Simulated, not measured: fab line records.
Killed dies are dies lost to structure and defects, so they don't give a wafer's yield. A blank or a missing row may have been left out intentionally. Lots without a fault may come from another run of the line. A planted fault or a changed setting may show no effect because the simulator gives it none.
The tool behind it: which one? + flow sky130 + 11 lots, 33 wafers sampled, at 5 steps of a route of 708

WHAT THE GAUGES READ, wafer by wafer
The record lacks any reading of a measuring or inspecting step that a usual standard deviation could be used to judge.

TOOL THAT RAN EACH LOT (tool first, then ch and the chambers of the sampled wafers, then the start)
| lot  | SKY_POLY_GATE_ETCH_17            | SKY_VIA4_CMP_21               | SKY_METAL5_DESCUM_14              | SKY_PASSIVATION_STRIP_12             | SKY_PAD_OPEN_PROBE_99   |
|------|----------------------------------|-------------------------------|-----------------------------------|--------------------------------------|-------------------------|
| L820 | rie-si-01 ch 2,3, day 17 07:13   | cmp-01 ch 0,1,3, day 43 08:32 | rie-metal-02 ch 0,1, day 44 07:38 | plasma-asher-02 ch 0,1, day 45 06:52 | -                       |
| L821 | rie-si-02 ch 0,1,3, day 17 11:34 | cmp-01 ch 2,3, day 43 10:25   | rie-metal-01 ch 0,1, day 44 08:44 | plasma-asher-04 ch 0,1, day 45 07:29 | prober-01, day 46 07:13 |
| L819 | rie-si-01 ch 0,1,3, day 17 11:37 | cmp-01 ch 0,1,2, day 43 12:26 | rie-metal-02 ch 0,1, day 44 11:20 | plasma-asher-04 ch 0,1, day 45 09:06 | prober-02, day 46 08:22 |
| L824 | rie-si-01 ch 2,3, day 18 18:04   | cmp-01 ch 0,1,2, day 44 12:47 | rie-metal-01 ch 0,1, day 45 09:53 | plasma-asher-04 ch 0,1, day 46 08:08 | -                       |
| L827 | rie-si-01 ch 0,1,2, day 19 09:58 | cmp-01 ch 0,1,3, day 44 23:02 | rie-metal-03 ch 0, day 45 20:38   | plasma-asher-02 ch 0,1, day 46 18:26 | prober-01, day 47 16:36 |
| L830 | rie-si-01 ch 0,1,3, day 20 11:28 | cmp-01 ch 1,2,3, day 45 20:32 | rie-metal-01 ch 0,1, day 46 16:56 | plasma-asher-03 ch 0,1, day 47 14:53 | prober-02, day 48 12:08 |
| L836 | rie-si-01 ch 0,1,2, day 22 18:31 | cmp-01 ch 0,1, day 47 05:19   | rie-metal-03 ch 0,1, day 48 00:41 | plasma-asher-04 ch 0,1, day 48 19:59 | prober-02, day 49 15:43 |
| L837 | rie-si-02 ch 0,1,2, day 22 23:07 | cmp-02 ch 1,2, day 47 10:29   | rie-metal-01 ch 0,1, day 48 05:29 | plasma-asher-04 ch 0,1, day 49 00:05 | -                       |
| L838 | rie-si-01 ch 0,1,3, day 23 20:58 | cmp-01 ch 0,1,2, day 48 00:49 | rie-metal-01 ch 1, day 48 19:29   | plasma-asher-04 ch 0,1, day 49 13:29 | -                       |
| L839 | rie-si-02 ch 0,1,2, day 24 17:10 | cmp-02 ch 0,1,3, day 48 13:44 | rie-metal-02 ch 0,1, day 49 07:23 | plasma-asher-03 ch 1, day 50 00:48   | -                       |
| L840 | rie-si-01 ch 0,1,2, day 24 18:55 | cmp-01 ch 2,3, day 48 14:43   | rie-metal-02 ch 0,1, day 49 08:26 | plasma-asher-02 ch 0,1, day 50 01:57 | -                       |
- SKY_POLY_GATE_ETCH_17: etches poly-Si in HBr/Cl2, stops on SiO2, target depth 180 nm, time 70.5 s.
- SKY_VIA4_CMP_21: polishes, stops on SiO2, t overpolish 25 s, target thk 0 nm.
- SKY_METAL5_DESCUM_14: chemistry O2, time 11 s.
- SKY_PASSIVATION_STRIP_12: strips in O2/N2.
- SKY_PAD_OPEN_PROBE_99

WHAT THE TOOLS THEMSELVES READ (means of the sampled wafers that have a number; where no wafer has one, the mark that the record gives instead)
SKY_POLY_GATE_ETCH_17. Usual: chamber-pressure-mTorr 10.001 mTorr, standard deviation 0.0097; drypump-motor-current-A 6.0 A, standard deviation 0.34; mfc-cl2-sccm 50.01 sccm, standard deviation 0.15; oes-product-au 0.985 a.u., standard deviation 0.0056; throttle-valve-pct 33.684 %, standard deviation 0.0099.
| lot  | tool      | chamber-pressure-mTorr (mTorr) | drypump-motor-current-A (A) | mfc-cl2-sccm (sccm) | oes-product-au (a.u.) | throttle-valve-pct (%) | flag |
|------|-----------|--------------------------------|-----------------------------|---------------------|-----------------------|------------------------|------|
| L820 | rie-si-01 | 9.998                          | 6.2                         | 49.81               | 0.981                 | 33.686                 |      |
| L821 | rie-si-02 | 10.007                         | 5.9                         | 50.00               | 0.985                 | 33.683                 |      |
| L819 | rie-si-01 | 10.002                         | 6.3                         | 50.05               | 0.984                 | 33.693                 |      |
| L824 | rie-si-01 | 10.005                         | 5.9                         | 50.06               | 0.984                 | 33.681                 |      |
| L827 | rie-si-01 | 10.000                         | 6.0                         | 49.98               | 0.979                 | 33.685                 |      |
| L830 | rie-si-01 | 10.003                         | 6.3                         | 50.21               | 0.989                 | 33.698                 |      |
| L836 | rie-si-01 | 9.995                          | 6.0                         | 50.06               | 0.983                 | 33.689                 |      |
| L837 | rie-si-02 | 10.003                         | 5.9                         | 50.08               | 0.987                 | 33.679                 |      |
| L838 | rie-si-01 | 10.003                         | 6.3                         | 50.12               | 0.987                 | 33.688                 |      |
| L839 | rie-si-02 | 10.005                         | 5.9                         | 50.10               | 0.991                 | 33.686                 |      |
| L840 | rie-si-01 | 9.996                          | 6.0                         | 50.08               | 0.989                 | 33.690                 |      |

SKY_VIA4_CMP_21. Usual: motor-current-A 11.1 A, standard deviation 0.79; overpolish-run-s 25.000 s, standard deviation 0.01; time-to-endpoint-s 124 s, standard deviation 4.
| lot  | tool   | motor-current-A (A) | overpolish-run-s (s) | time-to-endpoint-s (s) | flag |
|------|--------|---------------------|----------------------|------------------------|------|
| L820 | cmp-01 | 11.0                | 24.993               | 119                    |      |
| L821 | cmp-01 | 11.0                | 24.997               | 120                    |      |
| L819 | cmp-01 | 11.0                | 24.991               | 121                    |      |
| L824 | cmp-01 | 11.1                | 25.000               | 123                    |      |
| L827 | cmp-01 | 11.4                | 25.006               | 122                    |      |
| L830 | cmp-01 | 11.3                | 25.009               | 122                    |      |
| L836 | cmp-01 | 11.7                | 25.000               | 121                    |      |
| L837 | cmp-02 | 11.7                | 25.000               | 129                    |      |
| L838 | cmp-01 | 10.9                | 25.001               | 119                    |      |
| L839 | cmp-02 | 10.6                | 25.003               | 124                    |      |
| L840 | cmp-01 | 10.7                | 24.994               | 122                    |      |

SKY_METAL5_DESCUM_14. Usual: chamber-pressure-mTorr 9.999 mTorr, standard deviation 0.0097; drypump-motor-current-A 5.60 A, standard deviation 0.24; oes-product-au 1.001 a.u., standard deviation 0.0067.
| lot  | tool         | chamber-pressure-mTorr (mTorr) | drypump-motor-current-A (A) | oes-product-au (a.u.) | flag |
|------|--------------|--------------------------------|-----------------------------|-----------------------|------|
| L820 | rie-metal-02 | 10.010                         | 5.73                        | 0.999                 |      |
| L821 | rie-metal-01 | 10.006                         | 5.58                        | 1.007                 |      |
| L819 | rie-metal-02 | 9.998                          | 5.72                        | 0.996                 |      |
| L824 | rie-metal-01 | 9.991                          | 5.61                        | 1.006                 |      |
| L827 | rie-metal-03 | 9.998                          | 5.63                        | 1.001                 |      |
| L830 | rie-metal-01 | 9.999                          | 5.40                        | 0.992                 |      |
| L836 | rie-metal-03 | 10.001                         | 5.70                        | 0.994                 |      |
| L837 | rie-metal-01 | 10.004                         | 5.59                        | 1.008                 |      |
| L838 | rie-metal-01 | 10.008                         | 5.78                        | 0.998                 |      |
| L839 | rie-metal-02 | 9.998                          | 5.73                        | 1.000                 |      |
| L840 | rie-metal-02 | 9.996                          | 5.69                        | 1.000                 |      |

SKY_PASSIVATION_STRIP_12. Usual: chamber-pressure-mTorr 1499.8 mTorr, standard deviation 1.3; drypump-motor-current-A 5.7 A, standard deviation 0.3; oes-product-au 0.661 a.u., standard deviation 0.0045; strip-time-to-endpoint-s 31.52 s, standard deviation 0.096.
| lot  | tool            | chamber-pressure-mTorr (mTorr) | drypump-motor-current-A (A) | oes-product-au (a.u.) | strip-time-to-endpoint-s (s) | flag |
|------|-----------------|--------------------------------|-----------------------------|-----------------------|------------------------------|------|
| L820 | plasma-asher-02 | 1499.5                         | 5.6                         | 0.662                 | 31.45                        |      |
| L821 | plasma-asher-04 | 1499.1                         | 5.7                         | 0.660                 | 31.52                        |      |
| L819 | plasma-asher-04 | 1499.6                         | 5.7                         | 0.662                 | 31.48                        |      |
| L824 | plasma-asher-04 | 1500.2                         | 5.7                         | 0.659                 | 31.65                        |      |
| L827 | plasma-asher-02 | 1498.9                         | 5.6                         | 0.666                 | 31.44                        |      |
| L830 | plasma-asher-03 | 1499.8                         | 5.9                         | 0.663                 | 31.51                        |      |
| L836 | plasma-asher-04 | 1500.7                         | 5.7                         | 0.667                 | 31.60                        |      |
| L837 | plasma-asher-04 | 1499.5                         | 5.7                         | 0.660                 | 31.59                        |      |
| L838 | plasma-asher-04 | 1499.7                         | 5.7                         | 0.659                 | 31.56                        |      |
| L839 | plasma-asher-03 | 1499.0                         | 5.2                         | 0.656                 | 31.53                        |      |
| L840 | plasma-asher-02 | 1499.9                         | 5.6                         | 0.661                 | 31.50                        |      |

SKY_PAD_OPEN_PROBE_99. Usual: killed_at_M0_to_M3 44, standard deviation 7.2; killed_at_M4_up 3.1, standard deviation 1.7; killed-at-contacts 25, standard deviation 5.1; killed-at-front-end 14, standard deviation 4.6; killed-at-other 0.3, standard deviation 0.59; killed-dies 86, standard deviation 9.6; killed-on-rim 17, standard deviation 4.1; killed-open 47, standard deviation 7.4; killed-short 39, standard deviation 6.
| lot  | tool      | killed_at_M0_to_M3 | killed_at_M4_up | killed-at-contacts | killed-at-front-end | killed-at-other | killed-dies | killed-on-rim | killed-open | killed-short | flag |
|------|-----------|--------------------|-----------------|--------------------|---------------------|-----------------|-------------|---------------|-------------|--------------|------|
| L821 | prober-01 | 42                 | 3.3             | 21                 | 16                  | 0.7             | 83          | 17            | 47          | 35           |      |
| L819 | prober-02 | 42                 | 1.3             | 19                 | 14                  | 0.3             | 77          | 14            | 37          | 40           |      |
| L827 | prober-01 | 39                 | 3.7             | 34                 | 33                  | 0.3             | 109         | 23            | 50          | 44           | OFF  |
| L830 | prober-02 | 40                 | 2.0             | 25                 | 28                  | 0.0             | 95          | 20            | 39          | 40           | OFF  |
| L836 | prober-02 | 47                 | 1.7             | 20                 | 15                  | 0.7             | 84          | 19            | 49          | 35           |      |

THE ANSWER, worked out from the rows above alone
Rule: take the mean of a lot's wafers that have a number; if it is more than 3 standard deviations from the usual mean, the lot is off. A lot without any number at a reading at which 4 lots or more have one is off too. Any other lot the step has rows for is counted as sound. The gauges are gone through in route order, then the tools' own readings, and for those a lot's mean is taken as printed above. At the first step where some lot is off, the reading lying furthest off is the one used; lots without a number count as furthest.
Off: L827, L830 (SKY_PAD_OPEN_PROBE_99, killed-at-front-end). Neither off nor sound, because the step has no rows for them: L820, L824, L837, L838, L839, L840.
A tool fits if, at that step or a process step before it, it ran every lot that is off, and no sound lot after the first of them. Of those tried, none fits.

WHAT THE SIMULATOR HAD INSERTED
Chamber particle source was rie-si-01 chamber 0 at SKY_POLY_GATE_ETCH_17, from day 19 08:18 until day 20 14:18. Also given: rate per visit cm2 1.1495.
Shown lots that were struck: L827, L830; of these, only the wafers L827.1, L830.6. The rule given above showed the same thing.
